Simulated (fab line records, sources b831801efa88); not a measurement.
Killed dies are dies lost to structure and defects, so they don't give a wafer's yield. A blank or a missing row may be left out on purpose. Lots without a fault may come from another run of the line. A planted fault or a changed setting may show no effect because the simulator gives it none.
Chamber matching | flow sky130 | SKY_VIA1_CMP_02 on cmp-01: 4 sister chambers
The step polishes SiO2. 17 wafers are shown with their chamber, then 8 later ones without.

WAFERS WITH THEIR CHAMBER
wafer  | chamber | motor_current_A (A)
L246.1 | 3       | 11.4
L246.2 | 1       | 11.9
L246.3 | 2       | 11.5
L247.2 | 0       | 15.1
L247.5 | 3       | 11.6
L247.6 | 2       | 10.8
L248.2 | 0       | 15.5
L248.4 | 1       | 11.6
L248.6 | 0       | 14.6
L250.1 | 0       | 14.2
L250.4 | 2       | 11.6
L250.5 | 0       | 15.6
L252.3 | 3       | 11.3
L252.4 | 1       | 12.2
L252.6 | 0       | 14.7
L251.4 | 0       | 15.0
L260.1 | 3       | 11.6

SIGNATURES (means of the wafers above)
reading         | chamber 0 | chamber 1 | chamber 2 | chamber 3 | scatter within a chamber
motor_current_A | 14.957    | 11.900    | 11.300    | 11.475    | 0.404
Rule: a wafer's distance from a chamber is the root of the sum, over the readings, of the square of ((its reading less the chamber's mean) divided by the reading's scatter). The wafer belongs to the nearest chamber; if the next one is less than 2 further off, it can't be placed. The scatter: the root of (the sum of the squares of (reading less its chamber's mean) over the shown wafers, divided by (wafers less chambers)).

WAFERS WITHOUT THEIR CHAMBER
wafer  | motor_current_A (A)
L260.4 | 15.3
L260.5 | 11.3
L261.1 | 15.1
L261.4 | 11.2
L261.6 | 15.1
L262.1 | 11.1
L262.3 | 12.0
L262.4 | 11.2

WHICH CHAMBER EACH WENT THROUGH
wafer  | from the rows above          | in truth
L260.4 | 0                            | 0
L260.5 | can't be placed: 2 or 3 or 1 | 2
L261.1 | 0                            | 0
L261.4 | can't be placed: 2 or 3 or 1 | 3
L261.6 | 0                            | 0
L262.1 | can't be placed: 2 or 3 or 1 | 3
L262.3 | can't be placed: 1 or 3 or 2 | 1
L262.4 | can't be placed: 2 or 3 or 1 | 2
Placed correctly: 3 of 8. Can't be placed from these rows: 5 (the true chamber is among the candidates in 5). Placed wrongly: 0.
